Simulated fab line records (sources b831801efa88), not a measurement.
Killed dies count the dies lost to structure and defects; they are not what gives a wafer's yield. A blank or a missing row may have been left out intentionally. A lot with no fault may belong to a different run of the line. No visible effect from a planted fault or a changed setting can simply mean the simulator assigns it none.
fab line records ; flow sky130
[record] lots = 12; wafers = 36; lastDay = 50
route steps=708 shown VIA1@481 METAL2@501 VIA2@509 PAD_OPEN@708
lots untouched by any fault: they come from a run of this same line in which no faults occurred
startH: hours from the record's opening day to when the first of the lot's shown wafers began ; waitH: time in hours since the lot's previous step ; " the same as in the row above ; L1.1+2: a row that stands for several wafers ; - either no value or no given start ; * or withheld: withheld ; < > ~ a bound
route shown NAME@n: names a module that has steps shown in the file, with the first one's number in the route ; usual: average and standard deviation across the fault-free wafers ; same: alike in all rows ; chamber/n: place in a boat ; sites: the reading at each site ; _std_site: standard deviation of those values ; _edge_site: inner sites' mean taken away from outer sites' mean ; radiusMm: how far each site lies from the wafer's centre ; mask NAME#n: copy n ; behind: the tool/chamber that last shaped the wafer ; hold: cause of the lot's hold/its duration in hours/its outcome ; device: transistor that didn't switch, given as n, p or np ; end of line: the route-end tests of the same wafers ; step lacking rows: just its recipe ; killed: the dies lost at the first sort to structure and to defects; this is not the yield of the wafer ; map: a wafer's dies, x killed, . not, _ none there
set.NAME: the setting the step ran with; set.NAME@STEP: the setting that earlier step ran with ; model.NAME: the simulator's own value behind a step, which no gauge read
steps of the route over a sample of lots; a table a step, a row a wafer
services: a tool's chamber out of use, with start hour (startH, from the record's first day; less than 0 if before it), hours out, and reason
[[steps]]
[step SKY_VIA1_THK_MEAS_23]
[recipe] thkMeasGauge = xrf; reads = W_of_VIA1_CVD_21
[usual] VIA1_W_THK = 279/3.8
lot.wafer;tool;chamber;startH;waitH;VIA1_W_THK[nm]
L532.2;filmMetro-01;-;800.93;0.1;283
L532.3;filmMetro-01;-;800.93;0.1;274
L532.4;filmMetro-01;-;800.93;0.1;281
L533.2;filmMetro-03;-;806.63;0.1;280
L533.4;filmMetro-03;-;806.63;0.1;272
L533.5;filmMetro-03;-;806.63;0.1;281
L535.2;filmMetro-02;-;826.22;0.1;277
L535.3;filmMetro-02;-;826.22;0.1;277
L535.4;filmMetro-02;-;826.22;0.1;285
L536.2;filmMetro-01;-;839.99;0.1;276
L536.3;filmMetro-01;-;839.99;0.1;278
L536.6;filmMetro-01;-;839.99;0.1;276
L537.1;filmMetro-01;-;847.12;0.1;280
L537.4;filmMetro-01;-;847.12;0.1;281
L537.5;filmMetro-01;-;847.12;0.1;277
L538.2;filmMetro-02;-;851.61;0.1;276
L538.4;filmMetro-02;-;851.61;0.1;277
L538.6;filmMetro-02;-;851.61;0.1;279
L540.1;filmMetro-01;-;865.01;0.1;281
L540.3;filmMetro-01;-;865.01;0.1;280
L540.4;filmMetro-01;-;865.01;0.1;280
L541.1;filmMetro-02;-;870.37;0.1;278
L541.2;filmMetro-02;-;870.37;0.1;281
L541.5;filmMetro-02;-;870.37;0.1;278
L543.3;filmMetro-03;-;888.28;0.1;276
L543.5;filmMetro-03;-;888.28;0.1;279
L543.6;filmMetro-03;-;888.28;0.1;275
L547.1;filmMetro-02;-;908.94;0.1;277
L547.2;filmMetro-02;-;908.94;0.1;280
L547.5;filmMetro-02;-;908.94;0.1;280
L548.1;filmMetro-01;-;918.22;0.1;276
L548.3;filmMetro-01;-;918.22;0.1;280
L548.6;filmMetro-01;-;918.22;0.1;279
L552.2;filmMetro-01;-;952.63;0.1;277
L552.5;filmMetro-01;-;952.63;0.1;279
L552.6;filmMetro-01;-;952.63;0.1;278
[step SKY_METAL2_ETCH_18]
[recipe] chemistry = N2/H2; target = BARC; ionEnergyEv = 200; biasW = 100; pressureMtorr = 30; n2FlowSccm = 100; h2FlowSccm = 200; icpW = 500; stopOn = SiO2; timeS = 45.9; targetDepthA = 600
[usual] drypumpMotorCurrentA = 5.6/0.48; oesProductAu = 0.855/0.0048; throttleValvePct = 13.224/0.0088
lot.wafer;tool;chamber;startH;waitH;drypumpMotorCurrentA;oesProductAu;rfHoursCounterH;throttleValvePct
L532.2;rieMetal-03;1;828.37;0.0;5.0;0.851;9;13.226
L532.3;rieMetal-03;1;828.37;0.0;5.0;0.853;-;13.240
L532.4;rieMetal-03;0;828.37;0.0;6.0;0.844;-;13.233
L533.2;rieMetal-03;1;833.59;0.0;5.0;0.854;9;13.231
L533.4;rieMetal-03;0;833.59;0.0;6.0;0.849;-;13.222
L533.5;rieMetal-03;1;833.59;0.0;5.0;0.859;-;13.207
L535.2;rieMetal-03;1;853.44;0.0;5.0;0.854;10;13.226
L535.3;rieMetal-03;1;853.44;0.0;5.0;0.856;-;13.239
L535.4;rieMetal-03;0;853.44;0.0;6.0;0.854;-;13.220
L536.2;rieMetal-02;1;866.87;0.0;6.3;0.851;12;13.220
L536.3;rieMetal-02;1;866.87;0.0;6.3;0.858;-;13.222
L536.6;rieMetal-02;1;866.87;0.0;6.4;0.850;-;13.208
L537.1;rieMetal-01;1;874.17;0.0;5.2;0.851;9;13.212
L537.4;rieMetal-01;0;874.17;0.0;5.7;0.862;-;13.225
L537.5;rieMetal-01;1;874.17;0.0;5.2;0.864;-;13.221
L538.2;rieMetal-03;0;878.42;0.0;6.0;0.851;17;13.203
L538.4;rieMetal-03;0;878.42;0.0;6.0;0.849;-;13.230
L538.6;rieMetal-03;1;878.42;0.0;5.0;0.851;-;13.213
L540.1;rieMetal-03;0;891.37;0.0;6.0;0.849;18;13.224
L540.3;rieMetal-03;0;891.37;0.0;6.0;0.862;-;13.224
L540.4;rieMetal-03;1;891.37;0.0;5.0;0.855;-;13.227
L541.1;rieMetal-03;0;896.62;0.0;6.0;0.848;18;13.242
L541.2;rieMetal-03;1;896.62;0.0;5.0;0.852;12;13.229
L541.5;rieMetal-03;1;896.62;0.0;5.0;0.847;-;13.227
L543.3;rieMetal-02;1;915.14;0.0;6.4;0.855;-;13.216
L543.5;rieMetal-02;1;915.14;0.0;6.4;0.850;-;13.226
L543.6;rieMetal-02;0;915.14;0.0;5.3;0.855;-;13.237
L547.1;rieMetal-01;1;935.02;0.0;5.2;0.860;13;13.228
L547.2;rieMetal-01;0;935.02;0.0;5.7;0.854;0;13.224
L547.5;rieMetal-01;1;935.02;0.0;5.2;0.858;-;13.220
L548.1;rieMetal-03;1;943.34;0.0;5.0;0.850;15;13.247
L548.3;rieMetal-03;1;943.34;0.0;5.0;0.846;-;13.219
L548.6;rieMetal-03;1;943.34;0.0;5.0;0.858;-;13.211
L552.2;rieMetal-02;0;978.97;0.0;5.2;0.853;10;13.226
L552.5;rieMetal-02;1;978.97;0.0;6.3;0.856;-;13.235
L552.6;rieMetal-02;0;978.97;0.0;5.2;0.851;-;13.216
[step SKY_VIA2_CMP_02]
[recipe] material = SiO2; downForcePsi = 4; platenRpm = 60; padVelocityMS = 0.94248
[usual] motorCurrentA = 12.1/0.67; platenRpm = 59.99/0.037
lot.wafer;tool;chamber;startH;waitH;motorCurrentA;platenRpm
L532.2;cmp-01;2;829.34;0.0;11.8;60.01
L532.3;cmp-01;3;829.34;0.0;11.6;59.98
L532.4;cmp-01;0;829.34;0.0;12.9;60.00
L533.4;cmp-01;2;834.57;0.0;11.8;59.98
L533.2;cmp-01;1;834.57;0.0;12.4;59.99
L533.5;cmp-01;2;834.57;0.0;12.0;60.02
L535.3;cmp-02;1;854.83;0.1;11.6;59.97
L535.2;cmp-02;2;854.83;0.1;12.2;60.04
L535.4;cmp-02;3;854.83;0.1;11.0;59.98
L536.3;cmp-01;3;867.80;0.0;12.4;59.93
L536.2;cmp-01;0;867.80;0.0;13.0;60.03
L536.6;cmp-01;0;867.80;0.0;12.5;59.98
L537.1;cmp-02;3;875.12;0.1;11.3;59.99
L537.4;cmp-02;0;875.12;0.1;13.5;60.01
L537.5;cmp-02;3;875.12;0.1;10.8;60.05
L538.4;cmp-02;1;879.40;0.0;11.1;60.01
L538.2;cmp-02;2;879.40;0.0;11.2;59.94
L538.6;cmp-02;1;879.40;0.0;10.8;60.02
L540.4;cmp-02;0;892.31;0.0;13.1;60.03
L540.3;cmp-02;1;892.31;0.0;11.6;60.04
L540.1;cmp-02;2;892.31;0.0;11.8;59.99
L541.1;cmp-01;1;897.56;0.1;12.7;59.95
L541.2;cmp-01;3;897.56;0.1;12.5;59.98
L541.5;cmp-01;2;897.56;0.1;12.3;60.01
L543.3;cmp-01;1;916.40;0.4;12.3;59.97
L543.5;cmp-01;3;916.40;0.4;12.3;60.06
L543.6;cmp-01;0;916.40;0.4;12.6;59.97
L547.2;cmp-01;2;935.95;0.0;11.8;53.99
L547.1;cmp-01;1;935.95;0.0;12.3;54.10
L547.5;cmp-01;2;935.95;0.0;11.5;53.99
L548.1;cmp-01;2;945.21;1.0;12.0;54.04
L548.3;cmp-01;3;945.21;1.0;12.2;54.01
L548.6;cmp-01;3;945.21;1.0;11.6;53.97
L552.2;cmp-02;1;980.05;0.2;10.9;60.00
L552.6;cmp-02;2;980.05;0.2;11.8;60.04
L552.5;cmp-02;3;980.05;0.2;10.7;59.96
[step SKY_VIA2_BOW_MEAS_03]
[recipe] mode = bow
[usual] VIA2_BOW = 85/7.6
lot.wafer;tool;chamber;startH;waitH;VIA2_BOW[um]
L532.2;filmMetro-04;-;829.66;0.3;78
L532.3;filmMetro-04;-;829.66;0.3;85
L532.4;filmMetro-04;-;829.66;0.3;83
L533.2;filmMetro-01;-;834.89;0.1;88
L533.4;filmMetro-01;-;834.89;0.1;85
L533.5;filmMetro-01;-;834.89;0.1;85
L535.2;filmMetro-03;-;855.10;0.2;79
L535.3;filmMetro-03;-;855.10;0.2;75
L535.4;filmMetro-03;-;855.10;0.2;96
L536.2;filmMetro-01;-;868.12;0.2;95
L536.3;filmMetro-01;-;868.12;0.2;69
L536.6;filmMetro-01;-;868.12;0.2;86
L537.1;filmMetro-03;-;875.42;0.2;97
L537.4;filmMetro-03;-;875.42;0.2;84
L537.5;filmMetro-03;-;875.42;0.2;82
L538.2;filmMetro-04;-;879.72;0.2;83
L538.4;filmMetro-04;-;879.72;0.2;91
L538.6;filmMetro-04;-;879.72;0.2;79
L540.1;filmMetro-03;-;892.61;0.1;90
L540.3;filmMetro-03;-;892.61;0.1;86
L540.4;filmMetro-03;-;892.61;0.1;88
L541.1;filmMetro-04;-;897.86;0.2;86
L541.2;filmMetro-04;-;897.86;0.2;94
L541.5;filmMetro-04;-;897.86;0.2;83
L543.3;filmMetro-04;-;916.64;0.2;93
L543.5;filmMetro-04;-;916.64;0.2;94
L543.6;filmMetro-04;-;916.64;0.2;103
L547.1;filmMetro-04;-;936.25;0.1;91
L547.2;filmMetro-04;-;936.25;0.1;100
L547.5;filmMetro-04;-;936.25;0.1;99
L548.1;filmMetro-03;-;945.51;0.2;78
L548.3;filmMetro-03;-;945.51;0.2;82
L548.6;filmMetro-03;-;945.51;0.2;74
L552.2;filmMetro-01;-;980.22;0.1;84
L552.5;filmMetro-01;-;980.22;0.1;76
L552.6;filmMetro-01;-;980.22;0.1;87
[step SKY_PAD_OPEN_PROBE_99]
[usual] defectLimitedYield = 82.2/2; killed_at_M0_to_M3 = 45/7.2; killed_at_M4_up = 3.0/1.8; killedAtContacts = 25/6.1; killedAtFrontEnd = 14/4.4; killedAtOther = 0.2/0.44; killedDies = 88/10; killedOpen = 48/7.4; killedShort = 40/6.3; sort_bin_3_pad_short = 0.9/0.41; sort_bin_5_function = 10.6/1.5; sort_bin_6_memory = 6.4/1.2; sortNPass = 404/10; sortYieldPct = 82.2/2
[same] grossDies = 492; killedAtBackSide = 0; sort_bin_4_leakage[%] = 0; sort_bin_8_speed[%] = 0
lot.wafer;tool;chamber;startH;waitH;defectLimitedYield[%];killed_at_M0_to_M3;killed_at_M4_up;killedAtContacts;killedAtFrontEnd;killedAtOther;killedDies;killedOpen;killedShort;sort_bin_3_pad_short[%];sort_bin_5_function[%];sort_bin_6_memory[%];sortNPass;sortYieldPct[%]
L532.2;prober-02;-;1083.19;0.1;80.3;36;3;35;23;0;97;47;50;1.0;10.2;8.5;395;80.3
L532.3;prober-02;-;1083.24;0.2;83.7;33;3;28;16;0;80;43;37;0.8;8.7;6.7;412;83.7
L532.4;prober-02;-;1083.29;0.2;79.7;58;3;19;19;1;100;56;44;1.4;11.8;7.1;392;79.7
L533.2;prober-01;-;1088.37;0.1;84.1;33;7;25;12;1;78;46;32;0.4;9.6;5.9;414;84.1
L533.4;prober-01;-;1088.47;0.2;78.9;54;5;29;16;0;104;61;43;0.8;14.2;6.1;388;78.9
L533.5;prober-01;-;1088.52;0.2;80.5;53;4;20;19;0;96;54;42;0.4;11.0;8.1;396;80.5
L535.2;prober-01;-;1105.15;0.1;81.9;47;6;30;6;0;89;48;41;0.8;11.0;6.3;403;81.9
L535.3;prober-01;-;1105.20;0.2;81.3;49;4;26;13;0;92;54;38;1.2;10.0;7.5;400;81.3
L535.4;prober-01;-;1105.25;0.2;82.7;50;4;18;13;0;85;49;36;0.8;8.3;8.1;407;82.7
L536.2;prober-02;-;1114.71;0.1;78.0;63;3;33;9;0;108;49;59;2.4;13.0;6.5;384;78.0
L536.3;prober-02;-;1114.76;0.2;80.3;57;3;24;13;0;97;58;39;1.2;9.3;9.1;395;80.3
L536.6;prober-02;-;1114.91;0.2;83.1;44;3;21;15;0;83;38;45;1.2;9.6;6.1;409;83.1
L537.1;prober-01;-;1120.02;0.1;82.5;49;2;24;11;0;86;55;31;0.4;11.2;5.9;406;82.5
L537.4;prober-01;-;1120.17;0.2;84.8;33;0;24;18;0;75;39;36;0.4;9.1;5.7;417;84.8
L537.5;prober-01;-;1120.22;0.2;85.2;31;1;25;16;0;73;42;31;1.2;8.7;4.9;419;85.2
L538.2;prober-01;-;1123.30;0.1;80.3;53;5;26;13;0;97;50;47;0.8;13.6;5.3;395;80.3
L538.4;prober-01;-;1123.40;0.2;81.9;43;4;31;11;0;89;47;42;0.8;10.8;6.5;403;81.9
L538.6;prober-01;-;1123.50;0.2;82.5;46;2;32;6;0;86;50;36;0.4;10.4;6.7;406;82.5
L540.1;prober-02;-;1133.25;0.1;83.5;39;4;29;9;0;81;43;38;1.0;11.0;4.5;411;83.5
L540.3;prober-02;-;1133.35;0.2;81.1;43;0;31;18;1;93;43;50;0.8;11.6;6.5;399;81.1
L540.4;prober-02;-;1133.40;0.2;85.4;35;1;25;10;1;72;33;39;0.6;8.7;5.3;420;85.4
L541.1;prober-01;-;1137.28;0.1;80.1;51;1;27;18;1;98;48;50;0.6;12.6;6.7;394;80.1
L541.2;prober-01;-;1137.33;0.1;81.1;55;1;26;11;0;93;55;38;1.6;12.0;5.3;399;81.1
L541.5;prober-01;-;1137.48;0.2;79.3;51;2;25;24;0;102;61;41;0.6;12.0;8.1;390;79.3
L543.3;prober-01;-;1149.59;0.2;81.1;59;2;21;11;0;93;57;36;0.8;11.2;6.9;399;81.1
L543.5;prober-01;-;1149.69;0.2;84.1;46;1;17;14;0;78;47;31;0.4;10.0;5.5;414;84.1
L543.6;prober-01;-;1149.74;0.2;79.9;40;6;34;19;0;99;55;44;1.0;12.2;6.9;393;79.9
L547.1;prober-01;-;1167.40;0.1;81.3;45;0;36;11;0;92;60;32;0.4;11.2;7.1;400;81.3
L547.2;prober-01;-;1167.45;0.1;84.1;35;2;30;11;0;78;45;33;0.4;10.4;5.1;414;84.1
L547.5;prober-01;-;1167.60;0.2;86.0;35;3;20;11;0;69;41;28;0.8;8.5;4.7;423;86.0
L548.1;prober-01;-;1171.65;0.1;84.8;39;2;20;14;0;75;44;31;0.2;9.1;5.9;417;84.8
L548.3;prober-01;-;1171.75;0.2;79.3;61;5;20;16;0;102;61;41;0.8;12.0;7.9;390;79.3
L548.6;prober-01;-;1171.90;0.2;83.5;46;3;20;12;0;81;42;39;0.6;10.6;5.3;411;83.5
L552.2;prober-02;-;1195.64;0.1;82.3;44;4;25;14;0;87;51;36;1.2;9.1;7.3;405;82.3
L552.5;prober-02;-;1195.79;0.2;81.9;44;6;28;10;1;89;56;33;0.8;11.8;5.5;403;81.9
L552.6;prober-02;-;1195.84;0.2;84.8;37;1;19;18;0;75;39;36;1.2;8.5;5.5;417;84.8
// killed by level:class
L532.2 LI_CONTACT:geometricParticle:open=9 CONTACT:geometricParticle:open=9 VIA1:geometricParticle:open=8 FIELD_ISO:geometricParticle:short=7 LOCAL_INTERCONNECT:geometricParticle:short=7 VIA3:geometricParticle:open=6 CONTACT:geometricParticle:short=6 METAL2:geometricParticle:short=6
L532.3 VIA1:geometricParticle:open=10 METAL1:geometricParticle:short=9 CONTACT:geometricParticle:short=8 CONTACT:geometricParticle:open=7 POLY_GATE:geometricParticle:open=6 LI_CONTACT:geometricParticle:open=5 LOCAL_INTERCONNECT:geometricParticle:short=4 FIELD_ISO:geometricParticle:open=3
L532.4 VIA1:geometricParticle:open=14 CONTACT:geometricParticle:open=12 VIA3:geometricParticle:open=8 VIA1:geometricParticle:short=7 VIA3:geometricParticle:short=6 FIELD_ISO:geometricParticle:short=4 FIELD_ISO:geometricParticle:open=4 METAL2:geometricParticle:open=4
L533.2 VIA1:geometricParticle:open=10 CONTACT:geometricParticle:open=8 LOCAL_INTERCONNECT:geometricParticle:short=7 LI_CONTACT:geometricParticle:open=6 METAL2:geometricParticle:short=5 VIA2:geometricParticle:open=4 METAL1:geometricParticle:short=4 METAL4:geometricParticle:short=4
L533.4 VIA1:geometricParticle:open=13 VIA3:geometricParticle:open=9 FIELD_ISO:geometricParticle:short=8 CONTACT:geometricParticle:open=8 LI_CONTACT:geometricParticle:open=8 METAL1:geometricParticle:short=8 VIA2:geometricParticle:open=6 CONTACT:geometricParticle:short=5
L533.5 VIA1:geometricParticle:open=13 VIA3:geometricParticle:open=12 CONTACT:geometricParticle:open=8 FIELD_ISO:geometricParticle:open=7 METAL1:geometricParticle:short=6 VIA1:geometricParticle:short=5 LOCAL_INTERCONNECT:geometricParticle:short=5 METAL2:geometricParticle:short=5
L535.2 LI_CONTACT:geometricParticle:open=14 VIA1:geometricParticle:open=11 CONTACT:geometricParticle:short=6 VIA2:geometricParticle:open=6 VIA3:geometricParticle:short=6 METAL3:geometricParticle:short=5 VIA3:geometricParticle:open=5 LOCAL_INTERCONNECT:geometricParticle:short=4
L535.3 VIA2:geometricParticle:open=10 VIA1:geometricParticle:open=8 CONTACT:geometricParticle:open=8 VIA1:geometricParticle:short=7 LOCAL_INTERCONNECT:geometricParticle:short=6 METAL3:geometricParticle:short=5 LI_CONTACT:geometricParticle:short=4 LI_CONTACT:geometricParticle:open=4
L535.4 VIA2:geometricParticle:open=14 METAL1:geometricParticle:short=11 VIA1:geometricParticle:open=10 LI_CONTACT:geometricParticle:open=6 VIA1:geometricParticle:short=6 CONTACT:geometricParticle:open=5 METAL4:geometricParticle:short=4 FIELD_ISO:geometricParticle:open=3
L536.2 CONTACT:geometricParticle:open=11 VIA1:geometricParticle:open=10 METAL2:geometricParticle:short=10 VIA2:geometricParticle:short=10 CONTACT:geometricParticle:short=8 VIA3:geometricParticle:open=8 LI_CONTACT:geometricParticle:open=6 METAL1:geometricParticle:short=6
L536.3 VIA3:geometricParticle:open=13 VIA2:geometricParticle:open=11 LI_CONTACT:geometricParticle:open=10 VIA1:geometricParticle:open=8 METAL2:geometricParticle:short=6 LOCAL_INTERCONNECT:geometricParticle:short=5 CONTACT:geometricParticle:open=5 METAL1:geometricParticle:short=4
L536.6 VIA1:geometricParticle:open=14 METAL2:geometricParticle:short=8 CONTACT:geometricParticle:open=6 METAL1:geometricParticle:short=6 LOCAL_INTERCONNECT:geometricParticle:short=5 SPACER:geometricParticle:short=4 SPACER:geometricParticle:open=4 CONTACT:geometricParticle:short=4
L537.1 VIA1:geometricParticle:open=12 VIA3:geometricParticle:open=10 METAL1:geometricParticle:short=9 CONTACT:geometricParticle:open=9 VIA2:geometricParticle:open=9 LI_CONTACT:geometricParticle:open=6 CONTACT:geometricParticle:short=5 FIELD_ISO:geometricParticle:open=4
L537.4 FIELD_ISO:geometricParticle:open=10 METAL2:geometricParticle:short=8 LI_CONTACT:geometricParticle:short=5 CONTACT:geometricParticle:open=5 VIA1:geometricParticle:open=5 LI_CONTACT:geometricParticle:open=4 LOCAL_INTERCONNECT:geometricParticle:short=4 CONTACT:geometricParticle:short=4
L537.5 CONTACT:geometricParticle:open=11 VIA1:geometricParticle:open=7 FIELD_ISO:geometricParticle:short=6 VIA2:geometricParticle:open=6 VIA3:geometricParticle:open=6 CONTACT:geometricParticle:short=5 LOCAL_INTERCONNECT:geometricParticle:short=4 FIELD_ISO:geometricParticle:open=3
L538.2 CONTACT:geometricParticle:open=10 VIA1:geometricParticle:open=9 VIA3:geometricParticle:open=9 VIA1:geometricParticle:short=7 METAL2:geometricParticle:short=7 VIA2:geometricParticle:open=6 CONTACT:geometricParticle:short=6 VIA2:geometricParticle:short=5
L538.4 VIA1:geometricParticle:open=12 LI_CONTACT:geometricParticle:open=9 CONTACT:geometricParticle:open=8 CONTACT:geometricParticle:short=8 VIA2:geometricParticle:open=7 LI_CONTACT:geometricParticle:short=6 METAL2:geometricParticle:short=5 VIA3:geometricParticle:open=5
L538.6 LI_CONTACT:geometricParticle:open=13 CONTACT:geometricParticle:open=10 VIA1:geometricParticle:open=8 VIA2:geometricParticle:open=7 LOCAL_INTERCONNECT:geometricParticle:short=6 METAL1:geometricParticle:short=5 VIA1:geometricParticle:short=5 VIA3:geometricParticle:open=5
L540.1 CONTACT:geometricParticle:open=15 CONTACT:geometricParticle:short=7 VIA2:geometricParticle:open=7 METAL2:geometricParticle:short=6 VIA3:geometricParticle:open=5 VIA1:geometricParticle:short=5 LI_CONTACT:geometricParticle:open=4 VIA1:geometricParticle:open=4
L540.3 CONTACT:geometricParticle:open=7 LI_CONTACT:geometricParticle:open=7 VIA3:geometricParticle:short=7 VIA1:geometricParticle:open=7 CONTACT:geometricParticle:short=6 VIA1:geometricParticle:short=6 VIA2:geometricParticle:open=6 FIELD_ISO:geometricParticle:short=5
L540.4 VIA1:geometricParticle:open=7 CONTACT:geometricParticle:short=6 VIA1:geometricParticle:short=5 LI_CONTACT:geometricParticle:open=5 CONTACT:geometricParticle:open=5 LOCAL_INTERCONNECT:geometricParticle:short=5 VIA2:geometricParticle:open=4 METAL3:geometricParticle:short=4
L541.1 CONTACT:geometricParticle:open=9 METAL1:geometricParticle:short=9 VIA1:geometricParticle:short=9 VIA2:geometricParticle:open=7 FIELD_ISO:geometricParticle:open=6 VIA1:geometricParticle:open=6 LI_CONTACT:geometricParticle:open=6 LOCAL_INTERCONNECT:geometricParticle:short=6
L541.2 CONTACT:geometricParticle:open=13 VIA1:geometricParticle:open=11 VIA1:geometricParticle:short=10 VIA3:geometricParticle:open=10 LI_CONTACT:geometricParticle:open=5 METAL2:geometricParticle:short=5 VIA2:geometricParticle:open=5 METAL3:geometricParticle:short=5
L541.5 VIA1:geometricParticle:open=18 CONTACT:geometricParticle:open=8 VIA2:geometricParticle:open=8 POLY_GATE:geometricParticle:open=6 CONTACT:geometricParticle:short=6 FIELD_ISO:geometricParticle:open=5 POLY_GATE:geometricParticle:short=5 VIA1:geometricParticle:short=5
L543.3 VIA1:geometricParticle:open=13 VIA2:geometricParticle:open=11 CONTACT:geometricParticle:open=8 LI_CONTACT:geometricParticle:open=7 VIA1:geometricParticle:short=7 METAL2:geometricParticle:short=7 VIA3:geometricParticle:open=6 POLY_GATE:geometricParticle:open=4
L543.5 VIA3:geometricParticle:open=11 VIA1:geometricParticle:open=9 LI_CONTACT:geometricParticle:open=8 METAL1:geometricParticle:short=7 CONTACT:geometricParticle:open=6 VIA3:geometricParticle:short=5 VIA1:geometricParticle:short=4 FIELD_ISO:geometricParticle:open=3
L543.6 LI_CONTACT:geometricParticle:open=12 VIA1:geometricParticle:open=9 POLY_GATE:geometricParticle:open=8 CONTACT:geometricParticle:open=8 LI_CONTACT:geometricParticle:short=7 VIA1:geometricParticle:short=6 VIA2:geometricParticle:open=6 VIA2:geometricParticle:short=5
L547.1 CONTACT:geometricParticle:open=19 VIA1:geometricParticle:open=18 LI_CONTACT:geometricParticle:open=8 CONTACT:geometricParticle:short=5 VIA1:geometricParticle:short=5 VIA2:geometricParticle:open=5 LOCAL_INTERCONNECT:geometricParticle:short=4 POLY_GATE:geometricParticle:short=3
L547.2 CONTACT:geometricParticle:open=12 VIA1:geometricParticle:open=10 METAL1:geometricParticle:short=10 LI_CONTACT:geometricParticle:open=8 LOCAL_INTERCONNECT:geometricParticle:short=6 METAL2:geometricParticle:short=5 POLY_GATE:geometricParticle:open=4 VIA3:geometricParticle:open=4
L547.5 CONTACT:geometricParticle:open=10 VIA2:geometricParticle:open=7 METAL1:geometricParticle:short=7 VIA1:geometricParticle:open=7 VIA3:geometricParticle:open=6 FIELD_ISO:geometricParticle:open=3 FIELD_ISO:geometricParticle:short=3 POLY_GATE:geometricParticle:short=3
L548.1 CONTACT:geometricParticle:open=8 VIA1:geometricParticle:open=7 VIA3:geometricParticle:open=7 FIELD_ISO:geometricParticle:open=5 LI_CONTACT:geometricParticle:open=5 METAL2:geometricParticle:short=5 VIA2:geometricParticle:open=5 POLY_GATE:geometricParticle:open=4
L548.3 VIA1:geometricParticle:open=16 VIA3:geometricParticle:open=11 METAL2:geometricParticle:short=9 LI_CONTACT:geometricParticle:open=7 METAL1:geometricParticle:short=6 FIELD_ISO:geometricParticle:open=5 CONTACT:geometricParticle:open=5 VIA2:geometricParticle:open=5
L548.6 VIA1:geometricParticle:open=11 CONTACT:geometricParticle:open=10 VIA1:geometricParticle:short=8 VIA2:geometricParticle:open=6 FIELD_ISO:geometricParticle:short=5 VIA3:geometricParticle:open=5 LOCAL_INTERCONNECT:geometricParticle:short=5 METAL2:geometricParticle:short=5
L552.2 VIA3:geometricParticle:open=12 VIA1:geometricParticle:open=12 CONTACT:geometricParticle:open=9 LOCAL_INTERCONNECT:geometricParticle:short=5 CONTACT:geometricParticle:short=5 FIELD_ISO:geometricParticle:open=4 POLY_GATE:geometricParticle:open=4 VIA1:geometricParticle:short=4
L552.5 CONTACT:geometricParticle:open=15 VIA1:geometricParticle:open=13 VIA3:geometricParticle:open=9 METAL2:geometricParticle:short=7 METAL4:geometricParticle:short=5 LOCAL_INTERCONNECT:geometricParticle:short=5 LI_CONTACT:geometricParticle:open=4 VIA2:geometricParticle:open=4
L552.6 VIA1:geometricParticle:short=7 VIA1:geometricParticle:open=7 FIELD_ISO:geometricParticle:open=6 VIA3:geometricParticle:open=6 CONTACT:geometricParticle:open=6 CONTACT:geometricParticle:short=5 LI_CONTACT:geometricParticle:open=4 METAL2:geometricParticle:short=4
[[services]]
tool;chamber;startH;hours;kind
rieMetal-01;-;805.31;4.0;pm
cmp-01;-;808.03;2.9;repair
cmp-02;-;828.17;1.4;repair
cmp-02;-;851.60;0.7;repair
cmp-02;-;858.47;3.0;repair
cmp-01;-;864.11;2.9;repair
rieMetal-03;1;886.46;3.0;repair
cmp-02;-;892.93;1.1;repair
cmp-01;-;904.66;3.7;repair
cmp-02;-;908.36;23.6;pm
rieMetal-01;0;911.18;-;clean
rieMetal-01;0;911.18;22.0;scheduledDown
rieMetal-03;0;913.25;-;clean
rieMetal-03;0;913.25;17.9;scheduledDown
rieMetal-03;0;913.25;17.9;ventCycle
rieMetal-01;-;918.38;0.2;repair
cmp-02;-;931.98;4.0;pm
cmp-02;-;933.40;19.3;repair
cmp-02;-;935.98;-;consumableReplace:conditioner
cmp-02;-;935.98;-;consumableReplace:pad
cmp-01;-;940.20;3.5;repair
cmp-02;-;943.21;4.9;repair
cmp-01;-;949.87;6.5;repair
cmp-02;-;971.95;1.8;repair
[[key]]
[firstSign] step = SKY_VIA2_CMP_02; reading = platenRpm; direction = down; sigmas = 99+; usual = 59.99; struck = 54.02
effect none on later readings
metAt SKY_VIA2_CMP_02
struckLots L547,L548
notActingAt SKY_VIA1_THK_MEAS_23,SKY_METAL2_ETCH_18,SKY_VIA2_BOW_MEAS_03
onsetBetween 916.40 935.95
[fault] kind = processParameterDrift; tool = cmp-01; chamber = -; onsetH = 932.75; steps = SKY_VIA2_CMP_02; channel = platenRpm; offset = -6; shape = step; endH = 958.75; actsIn = theseRecipesOnly; stated = 60
